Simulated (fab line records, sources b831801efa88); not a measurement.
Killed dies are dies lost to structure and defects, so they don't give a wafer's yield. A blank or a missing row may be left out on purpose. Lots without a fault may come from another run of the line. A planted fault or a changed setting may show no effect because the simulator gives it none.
One fault seen from 2 desks | flow gf180mcu | each desk has only its own numbers; what lay behind them comes last

THE TOOL OWNER'S DESK: cmp-02
The tool's own readings at GF_V5_CMP_04 (polishes SiO2): means of the sampled wafers that have a number, for each lot that ran on this tool. A lot is out of limits, marked OUT, if its mean lies more than 4 standard deviations from the usual mean; the brackets give that distance.
Columns: A = motor_current_A at GF_V5_CMP_04, usual 11.4 A
lot  | first seen here | A
L775 | day 28 18:29    | 10.8
L776 | day 29 02:35    | 11.2
L778 | day 29 13:59    | 11.3
L779 | day 29 18:02    | 10.8
L781 | day 30 05:05    | 11.3
L791 | day 32 20:26    | 11.0
This desk's finding: nothing out of limits on any of the 6 lots.

THE METROLOGY DESK
What the gauges read, lot by lot, whatever tool the lot ran on: means of the sampled wafers that have a number. A lot is out of limits, marked OUT, if its mean lies more than 4 standard deviations from the usual mean; the brackets give that distance. Of its 9 readings 7 are shown: those that lie furthest out on some lot.
Columns: A = cd_nm at GF_M5_CD_MEAS_07, usual 280.3 nm; B = V5_CVD_00_THK at GF_V5_THK_MEAS_01, usual 301.5 nm; C = V5_BOW at GF_V5_BOW_MEAS_05, usual 133 um; D = cd_nm at GF_V5_CD_MEAS_14, usual 259.8 nm; E = V5_OVL at GF_V5_OVL_MEAS_15, usual -4 nm; F = V5_W_RS at GF_V5_RS_MEAS_24, usual 0.327 ohm/sq; G = V5_W_THK at GF_V5_THK_MEAS_25, usual 351 nm
lot  | first seen here | A     | B     | C   | D     | E   | F     | G
L775 | day 28 17:22    | 279.4 | 298.5 | 121 | 258.7 | -1  | 0.325 | 352
L776 | day 29 01:18    | 278.9 | 300.6 | 119 | 260.3 | -10 | 0.330 | 340
L778 | day 29 12:56    | 280.9 | 301.6 | 139 | 258.4 | 3   | 0.326 | 349
L779 | day 29 16:55    | 282.4 | 301.4 | 127 | 259.0 | 0   | 0.327 | 348
L781 | day 30 03:59    | 280.4 | 301.8 | 139 | 258.6 | -1  | 0.326 | 353
L791 | day 32 19:24    | 280.9 | 301.8 | 137 | 260.6 | -3  | 0.326 | 354
This desk's finding: nothing out of limits on any of the 6 lots.

PUT TOGETHER
The tool owner's desk saw nothing out of limits.
The metrology desk saw nothing out of limits.

WHAT THE SIMULATOR HAD PUT IN
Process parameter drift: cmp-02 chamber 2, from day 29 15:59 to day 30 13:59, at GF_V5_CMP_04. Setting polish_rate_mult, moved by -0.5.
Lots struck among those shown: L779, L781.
